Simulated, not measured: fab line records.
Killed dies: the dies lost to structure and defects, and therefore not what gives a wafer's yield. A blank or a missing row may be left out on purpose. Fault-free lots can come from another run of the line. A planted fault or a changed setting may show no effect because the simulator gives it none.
8D (eight disciplines) problem report, filled in by code :: flow gf180mcu :: the parts of the form that need people (team, actions taken, sign-off) are left out

1. WHAT WENT WRONG
Wafers without a fault read 899.98 C, standard deviation 0.074; tube center temp C at GF_DUAL_GATE_OXIDATION_02 reads a mean of 902.99 C on 9 wafers belonging to 3 lots. That is +41 standard deviations from the usual mean.
The step: stabilise 600 s, purge 300 s, target thk 10.887 nm.
The first sign was on wafer L642.2 at day 10 17:04, on furnace-02. The record holds 39 wafers of 13 lots with a number at this step. Rule for "out" (also "out of limits"): further than 4 standard deviations from the usual mean. Any other wafer with a number is counted as sound.

2. WHAT IT IS AND WHAT IT IS NOT
question: which readings at this step
is: tube center temp C, tube_center_temp_C_max
is not: -

question: which lots
is: L642, L643, L645
is not: L631, L632, L633, L636, L637, L638, L646, L647, L652, L654

question: which wafers of those lots
is: all that have a number
is not: -

question: read on which tools
is: furnace-02
is not: furnace-01

question: when
is: from day 10 17:04
is not: up to then (18 sound wafers); but 12 sound wafers of L646, L647, L652, L654 came after

3. SUSPECTS, AND WHAT RULES EACH OUT
Counting: any tool at a process step up to the reading is kept as a suspect provided that every lot that is out went through it and no sound lot did after the first of them.
- furnace-02 at GF_DUAL_GATE_OXIDATION_02 (stabilise 600 s, purge 300 s, target thk 10.887 nm): ruled out as a lasting fault. The sound lots L654 went through it after L642, its earliest lot that is out (day 10 17:04).
Left after counting: nothing in the record.

4. THE CAUSE (what the simulator had put in)
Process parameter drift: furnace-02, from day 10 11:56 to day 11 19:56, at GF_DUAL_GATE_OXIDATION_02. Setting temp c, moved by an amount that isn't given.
Counting ruled it out, wrongly.

5. SEQUENCE OF EFFECTS, ordered by route
Rows list readings where the struck wafers' mean (over those with a number) sits beyond 3 standard deviations from the usual. Only readings for which the record gives a usual standard deviation are gone through. hours: the time from each lot's start at the first step in this table that gives one to its start at this step, as a median over the lots. sigmas: the change in usual standard deviations.
hours: 0
step: GF_DUAL_GATE_OXIDATION_02
reading: tube center temp C
usual: 899.98 C
on struck wafers: 902.99
change: +3.01
sigmas: +41

hours: 0
step: GF_DUAL_GATE_OXIDATION_02
reading: tube_center_temp_C_max
usual: 902.3
on struck wafers: 905.1
change: +2.8
sigmas: +7.5
It contains these process steps:
- GF_DUAL_GATE_OXIDATION_02: stabilise 600 s, purge 300 s, target thk 10.887 nm.

6. WHAT WOULD HAVE CAUGHT IT SOONER
The fault began at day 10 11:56; the first out-of-limits reading in this record came at day 10 17:04, 5 hours later.
